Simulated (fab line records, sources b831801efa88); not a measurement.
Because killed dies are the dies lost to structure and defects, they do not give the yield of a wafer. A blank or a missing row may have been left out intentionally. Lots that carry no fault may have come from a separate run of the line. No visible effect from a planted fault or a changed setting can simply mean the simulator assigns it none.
Which tool did it?	flow gf180mcu	6 lots with 18 wafers sampled at 3 steps, on a route of 602 steps

== WHAT THE GAUGES READ, wafer by wafer ==
GF_HV_LDD_RS_MEAS_53: the measuring method here is four-point-probe.
lot	measured	on	HV_LDD_RS (ohm/sq)
L972	day 13 18:16	filmMetro-01	417.9 417.4 417.8
L976	day 15 01:47	filmMetro-02	411.4 412.2 412.3
L982	day 17 05:21	filmMetro-01	419.1 419.8 418.0
L984	day 18 04:01	filmMetro-02	417.0 417.2 417.6
L988	day 19 04:19	filmMetro-02	416.7 418.6 416.9
L991	day 20 08:32	filmMetro-04	419.7 418.6 418.4

== WHICH TOOL RAN EACH LOT (tool, then ch and the chambers of the sampled wafers, then the start) ==
lot	GF_MVSD_STRIP_10	GF_HV_LDD_IMPLANT_36
L972	plasmaAsher-04 ch 0,1, day 5 08:58	implanter-01 ch 0, day 12 21:25
L976	plasmaAsher-02 ch 0,1, day 6 07:39	implanter-04 ch 0, day 14 04:57
L982	plasmaAsher-02 ch 0,1, day 7 21:26	implanter-01 ch 0, day 16 06:05
L984	plasmaAsher-02 ch 0,1, day 8 09:17	implanter-03 ch 0, day 17 04:27
L988	plasmaAsher-01 ch 0,1, day 9 06:30	implanter-03 ch 0, day 18 03:37
L991	plasmaAsher-01 ch 0,1, day 10 00:33	implanter-03 ch 0, day 19 07:12
- GF_MVSD_STRIP_10: strips in O2/N2.
- GF_HV_LDD_IMPLANT_36

== THE ANSWER, worked out from the rows above alone ==
Rule: usual is defined by the lots themselves. Put in order of their means at a reading, lots are off if they are a third of the lots or fewer, leave a main group of 4 or more, and stand apart from it by a gap of 3 or more times the standard deviation of the main group's means; of several such gaps the widest counts. A main group whose means are all the same, to the digits that the tables above print for the reading, isn't used. Also off: a lot with no number at a reading for which 4 or more lots have one. Where the step has rows for the other lots, those lots are counted as sound.
Off: L976, at GF_HV_LDD_RS_MEAS_53 (HV_LDD_RS). For the main group the mean is 418.0 ohm/sq and the standard deviation 0.74.
A tool fits if, at a process step before that reading, it ran every lot that is off, and no sound lot after the first of them. Gauges at GF_HV_LDD_RS_MEAS_53: tried the same way as those tools. One candidate fits, namely implanter-04 at GF_HV_LDD_IMPLANT_36. It ran no sound lot before its first lot that is off in this sample, so the start can't be narrowed down.

== WHAT WAS PUT IN BY THE SIMULATOR ==
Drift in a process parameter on implanter-04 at GF_HV_LDD_IMPLANT_36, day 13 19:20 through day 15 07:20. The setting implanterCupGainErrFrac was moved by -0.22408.
Shown lots that were struck: L976. This agrees with what the rule above found.
